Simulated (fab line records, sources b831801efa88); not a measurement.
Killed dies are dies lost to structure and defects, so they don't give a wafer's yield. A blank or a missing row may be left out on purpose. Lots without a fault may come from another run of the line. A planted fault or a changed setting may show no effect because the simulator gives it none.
Problem report in the 8D (eight disciplines) form, filled by code | flow gf180mcu | the parts of the form that need people (team, actions taken, sign-off) are left out

1. THE PROBLEM
cd_nm at GF_V4_CD_MEAS_14 reads a mean of 249.9 nm on 4 wafers of 3 lots; wafers without a fault read 260.5 nm with a standard deviation of 1.6. That is -6.6 standard deviations from the usual mean.
The step: target cd 260 nm.
First seen on wafer L944.1, day 27 21:35, on cd_sem-02. The record holds 39 wafers of 13 lots with a number at this step. Rule for "out", or "out of limits": more than 4 standard deviations from the usual mean. The other wafers with a number count as sound.

2. WHAT IT IS AND WHAT IT IS NOT
question                    | is                             | is not
which readings at this step | cd_nm                          | -
which lots                  | L944, L946, L948               | L935, L937, L938, L939, L940, L941, L942, L943, L953, L957
which wafers of those lots  | L944.1, L946.2, L946.5, L948.5 | L944.3, L944.6, L946.3, L948.3, L948.4
read on which gauges        | cd_sem-01, cd_sem-02           | -
when                        | from day 27 21:35              | up to then (26 sound wafers); but 9 sound wafers of L946, L948, L953, L957 came after

3. SUSPECTS, AND WHAT RULES EACH OUT
Counting: a tool at a process step up to the reading stays a suspect if it ran every lot that is out. Sound lots after the first of them don't rule it out here, since some wafers of a struck lot are sound.
- the gauge at GF_V4_CD_MEAS_14: ruled out. The wafers that are out were read on 2 gauges (cd_sem-01, cd_sem-02).
- pecvd-01 at GF_V4_CVD_02 (deposits SiO2 from TEOS, target thk 850 nm, time 94.851 s): kept. It ran every lot that is out, first L944 (day 27 01:27); its last sound lot up to then is L942 (day 26 10:11).
- litho_track-01 at GF_V4_PEB_12 (peb time 90 s): kept. It ran every lot that is out, first L944 (day 27 21:14); its last sound lot up to then is L942 (day 27 07:38). Its own readings are out on those wafers: heater_power_total_W.
Left after counting: pecvd-01 at GF_V4_CVD_02, litho_track-01 at GF_V4_PEB_12.

4. THE CAUSE (what the simulator had put in)
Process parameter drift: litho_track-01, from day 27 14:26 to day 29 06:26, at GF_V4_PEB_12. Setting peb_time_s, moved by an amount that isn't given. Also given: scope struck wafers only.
Counting left 2 suspects, and this tool is among them.

5. THE CHAIN OF EFFECTS, in route order
Each row: a reading whose mean over the struck wafers that have a number lies more than 3 standard deviations from the usual. Only readings for which the record gives a usual standard deviation are gone through. hours: the time from each lot's start at the first step in this table that gives one to its start at this step, as a median over the lots. sigmas: the change in usual standard deviations.
hours | step             | reading              | usual    | on struck wafers | change | sigmas
0     | GF_V4_PEB_12     | heater_power_total_W | 85.69 W  | 97.30            | +11.61 | +99 or more
0     | GF_V4_CD_MEAS_14 | cd_nm                | 260.5 nm | 249.9            | -10.6  | -6.6
The process steps in it:
- GF_V4_PEB_12: peb time 90 s.

6. WHAT WOULD HAVE CAUGHT IT SOONER
In this record the first reading out of limits at a measuring or inspecting step was taken at day 27 21:35, 7 hours after the fault began at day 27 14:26.
The tool's own readings at GF_V4_PEB_12 were out on every struck wafer that the step has a row for (heater_power_total_W): an alarm limit on them would have fired on the first of those.
Of the lots that are out (3), L946, L948 began GF_V4_PEB_12 on litho_track-01 after day 27 21:35. A hold on the tool at that time would have spared those 2.
